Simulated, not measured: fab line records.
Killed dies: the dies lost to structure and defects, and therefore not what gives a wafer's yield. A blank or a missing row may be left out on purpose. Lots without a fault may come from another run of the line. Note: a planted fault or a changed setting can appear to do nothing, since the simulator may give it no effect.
A struck lot beside a sound one	flow sky130	31 out of 708 route steps
Sound: the wafers L204.3, L204.4, L204.5. Struck: wafer L214.3. (L214.4 of the same lot was not struck and is left out.) The cause comes at the end.
Per side, at each step with rows, come the tool, then ch with its chambers, and then its first start. Under that, the readings that differ: sound wafers	struck wafers	difference of the means	sigmas: that difference in standard deviations of wafers without a fault.
alike: readings with means less than 2 such deviations apart, plus words and numbers identical on both sides. not compared: withheld readings, readings lacking a value on some wafer, bounds such as >300 that could conceal the same value, and numbers that have no deviation in the record and whose values overlap.
A row with sigmas, a row that says differs or no value, or rows on one side alone: a step with any of these is where the two part. When numbers do not overlap yet have no deviation, they are printed without sigmas and do not part them. A reading missing from all wafers of one side parts the sides only when that side holds two or more wafers.

SKY_LI_CONTACT_OVL_MEAS_13:
  sound on overlay-02, day 29 01:36; struck on overlay-02, day 32 11:57
reading	sound	struck	difference	sigmas
LI_CONTACT_OVL (nm)	-12 -9 -15	12	+24	+4
SKY_LI_CONTACT_ETCH_14: etches BARC in N2/H2, stops on SiO2, time 45.9 s, target depth 60 nm.
  sound on rie diel-02 ch 0,1,3, day 29 01:37; struck on rie diel-03 ch 2, day 32 11:58
  alike: drypump motor current A, oes product au, throttle valve pct
  not compared: rf hours counter h
SKY_LI_CONTACT_ETCH_15: etches PSG in C4F8/O2/Ar, stops on Si, target depth 600 nm.
  sound on rie diel-02 ch 0,1,3, day 29 01:40; struck on rie diel-03 ch 2, day 32 12:01
  alike: oes product au
then, 5 steps without rows for these wafers: SKY_LI_CONTACT_STRIP_16 (strips in O2/N2); SKY_LI_CONTACT_CLEAN_17 (cleans in NMP, time 600 s); SKY_LI_CONTACT_PRE_CLEAN_18 (time 5.6 s); SKY_LI_CONTACT_SPUTTER_19 (material Ti, target thk 20 nm, time 106.37 s); SKY_LI_CONTACT_SPUTTER_20 (material TiN, target thk 20 nm, time 80 s).
SKY_LI_CONTACT_CVD_21: deposits W, target thk 400 nm, time 120.56 s.
  sound on cvd w-02 ch 0,1, day 29 02:14; struck on cvd w-02 ch 1, day 32 12:34
  alike: heater power w
SKY_LI_CONTACT_RS_MEAS_22: a four-point-probe measurement.
  sound on film metro-04, day 29 02:21; struck on film metro-04, day 32 12:42
  alike: LI_CONTACT_W_RS
SKY_LI_CONTACT_THK_MEAS_23: measures by xrf.
  sound on film metro-04, day 29 02:27; struck on film metro-04, day 32 12:48
  alike: LI_CONTACT_W_THK
SKY_LI_CONTACT_CMP_24: polishes, stops on PSG, t overpolish 20 s, target thk 0 nm.
  sound on cmp-02 ch 1,2, day 29 02:29; struck on cmp-01 ch 0, day 32 12:50
reading	sound	struck	difference	sigmas
motor current A (A)	11.6 11.9 12.6	8.6	-3.4	-4
  alike: overpolish run s, time to endpoint s
SKY_LOCAL_INTERCONNECT_SPUTTER_00: material TiN, target thk 100 nm, time 83.3 s.
  sound on pvd sputter-03, day 29 02:49; struck on pvd sputter-04, day 32 13:08
reading	sound	struck	difference	sigmas
model.TiN_of_LOCAL_INTERCONNECT_SPUTTER_00.thk nm (nm)	100.1 100.9 100.5	92.55	-7.95	
  alike: chamber pressure pa, throttle valve pct
SKY_LOCAL_INTERCONNECT_RS_MEAS_01: a four-point-probe measurement.
  sound on film metro-01, day 29 02:55; struck on film metro-01, day 32 13:14
reading	sound	struck	difference	sigmas
LOCAL_INTERCONNECT_TIN_RS (ohm/sq)	14.13 14.03 14.11	15.38	+1.29	+7
SKY_LOCAL_INTERCONNECT_THK_MEAS_02: measures by xrf.
  sound on film metro-01, day 29 03:01; struck on film metro-01, day 32 13:20
reading	sound	struck	difference	sigmas
LOCAL_INTERCONNECT_TIN_THK (nm)	101.2 102.3 101.9	94.2	-7.6	-5
then, 8 steps without rows for these wafers: SKY_LOCAL_INTERCONNECT_DEHYDRATE_03 (time 60 s); SKY_LOCAL_INTERCONNECT_HMDS_04 (prime time 60 s); SKY_LOCAL_INTERCONNECT_COAT_05 (resist thk 60 nm); SKY_LOCAL_INTERCONNECT_COAT_06 (resist thk 450 nm); SKY_LOCAL_INTERCONNECT_SOFTBAKE_07 (time 90 s); SKY_LOCAL_INTERCONNECT_EXPOSE_08 (exposes mask LI1M, target cd 170 nm); SKY_LOCAL_INTERCONNECT_PEB_09; SKY_LOCAL_INTERCONNECT_DEVELOP_10 (develop time 60 s).
SKY_LOCAL_INTERCONNECT_CD_MEAS_11: the cd target is 170 nm.
  sound on cd sem-02, day 30 06:50; struck on cd sem-01, day 33 15:08
reading	sound	struck	difference	sigmas
cd nm (nm)	168.0 169.0 167.6	173.0	+4.8	+3
SKY_LOCAL_INTERCONNECT_OVL_MEAS_12:
  sound on overlay-02, day 30 06:56; struck on overlay-02, day 33 15:14
reading	sound	struck	difference	sigmas
LOCAL_INTERCONNECT_OVL (nm)	-15 -17 -20	-3	+14	+3
then, 1 step without rows for these wafers: SKY_LOCAL_INTERCONNECT_ETCH_13 (etches BARC in N2/H2, stops on SiO2, time 45.9 s, target depth 60 nm).
SKY_LOCAL_INTERCONNECT_METAL_ETCH_14: etches TiN in Cl2/BCl3, stops on PSG, target depth 110 nm, time 31.4 s.
  sound on rie metal-03 ch 0,1, day 30 07:02; struck on rie metal-03 ch 0, day 33 15:20
reading	sound	struck	difference	sigmas
oes product au (a.u.)	0.948 0.943 0.949	0.906	-0.041	-5
throttle valve pct (%)	21.901 21.893 21.912	21.927	+0.025	+2
  alike: drypump motor current A, mfc cl2 sccm
  not compared: rf hours counter h
SKY_LOCAL_INTERCONNECT_STRIP_15: strips in O2/N2.
  sound on plasma asher-03 ch 0,1, day 30 07:06; struck on plasma asher-01 ch 1, day 33 15:24
reading	sound	struck	difference	sigmas
strip time to endpoint s (s)	4.745 4.750 4.734	4.704	-0.039	-2
  alike: drypump motor current A, oes product au
  not compared: rf hours counter h
SKY_LOCAL_INTERCONNECT_STRIP_16: strips in post etch residue remover, time 1200 s.
  sound on wet bench-01 ch 0, day 30 07:10; struck on wet bench-04 ch 2, day 33 15:28
reading	sound	struck	difference	sigmas
model.TiN_of_LOCAL_INTERCONNECT_SPUTTER_00.thk nm (nm)	99.65 100.5 100.1	92.13	-7.95	
  alike: bath heat duty pct
then, 1 step without rows for these wafers: SKY_LOCAL_INTERCONNECT_CLEAN_17 (cleans in IPA, time 180 s).
-- here the record skips 15 days between the struck wafers' starts before and after, leaving off in module LOCAL_INTERCONNECT and picking up in module PAD_OPEN (first step shown: number 708 of the route) --
SKY_PAD_OPEN_PROBE_99:
  sound on prober-02, day 45 20:16; struck on prober-02, day 48 10:19
reading	sound	struck	difference	sigmas
killed_at_M0_to_M3	42 36 39	61	+22	+3
killed dies	90 75 82	101	+19	+2
killed open	44 39 44	61	+19	+2
model.etest.res li.line ohm um	75.97 74.84 75.54	79.96	+4.51	
model.etest.res li.rs ohm sq	12.77 12.67 12.72	13.85	+1.13	
  alike: killed_at_M4_up, killed at contacts, killed at front end, killed at other, killed on rim, killed short

== WHERE THEY PART ==
At SKY_LI_CONTACT_OVL_MEAS_13 first; at SKY_PAD_OPEN_PROBE_99 last (within this record only).

WHY: the cause the simulator had injected
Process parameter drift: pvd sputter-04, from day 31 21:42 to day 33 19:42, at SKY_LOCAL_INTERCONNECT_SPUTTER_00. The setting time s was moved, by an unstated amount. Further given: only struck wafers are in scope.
